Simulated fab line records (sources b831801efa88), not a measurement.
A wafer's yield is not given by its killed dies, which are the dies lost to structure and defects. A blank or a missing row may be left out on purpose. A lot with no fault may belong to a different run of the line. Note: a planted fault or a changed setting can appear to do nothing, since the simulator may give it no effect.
Matching of chambers -- flow sky130 -- cmp-01 running SKY_LI_CONTACT_CMP_02: 4 sister chambers
The step polishes PSG. 14 wafers are shown with their chamber, then 7 later ones without.

WAFERS WITH THEIR CHAMBER
wafer,chamber,slurry-filter-dp-kPa (kPa),time-to-endpoint-s (s),motor-current-A (A)
L264.1,2,13.48,31.1,12.8
L264.2,3,13.50,32.4,12.3
L264.6,3,13.51,29.6,12.8
L267.3,0,13.20,31.7,12.2
L267.4,2,13.49,32.5,11.9
L267.6,2,13.44,30.3,12.4
L268.1,1,13.38,30.6,12.4
L268.5,0,13.41,31.2,12.7
L268.6,3,13.51,30.8,11.7
L280.3,3,13.54,31.1,12.1
L280.4,1,13.47,27.2,12.2
L280.5,0,13.42,30.3,12.1
L282.2,2,13.63,28.9,13.2
L282.5,0,13.38,31.2,12.8

SIGNATURES (averages over the wafers above)
reading,chamber 0,chamber 1,chamber 2,chamber 3,scatter within a chamber
slurry-filter-dp-kPa,13.3525,13.4250,13.5100,13.5150,0.0758
time-to-endpoint-s,31.100,28.900,30.700,30.975,1.33
motor-current-A,12.450,12.300,12.575,12.225,0.441
Rule: for each reading, subtract the chamber's mean from the wafer's reading, divide by that reading's scatter and square the result; add these up over the readings and take the root, which gives the wafer's distance from the chamber. The wafer belongs to the nearest chamber; if the next one is less than 2 further off, it can't be placed. The scatter: take each reading less its chamber's mean, square it, sum over the shown wafers, divide by the number of wafers less the number of chambers, and take the root.

WAFERS MISSING THEIR CHAMBER
wafer,slurry-filter-dp-kPa (kPa),time-to-endpoint-s (s),motor-current-A (A)
L282.6,13.52,30.2,13.3
L283.1,13.59,26.5,12.2
L283.4,13.54,30.2,13.0
L283.5,13.58,25.7,12.2
L285.1,13.61,31.0,11.8
L285.4,13.44,30.4,12.3
L285.5,13.66,27.8,12.0

THE CHAMBER EACH PASSED THROUGH
wafer,from the rows above,in truth
L282.6,can't be placed: 2 or 3 or 1 or 0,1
L283.1,can't be placed: 1 or 2 or 3 or 0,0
L283.4,can't be placed: 2 or 3 or 1 or 0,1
L283.5,can't be placed: 1 or 2 or 3 or 0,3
L285.1,can't be placed: 3 or 2 or 1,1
L285.4,can't be placed: 3 or 2 or 1 or 0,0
L285.5,can't be placed: 3 or 2 or 1 or 0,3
Placed correctly: 0 of 7. Cannot be placed on the basis of these rows: 7; the candidates contain the true chamber in 7. Placed wrongly: 0.
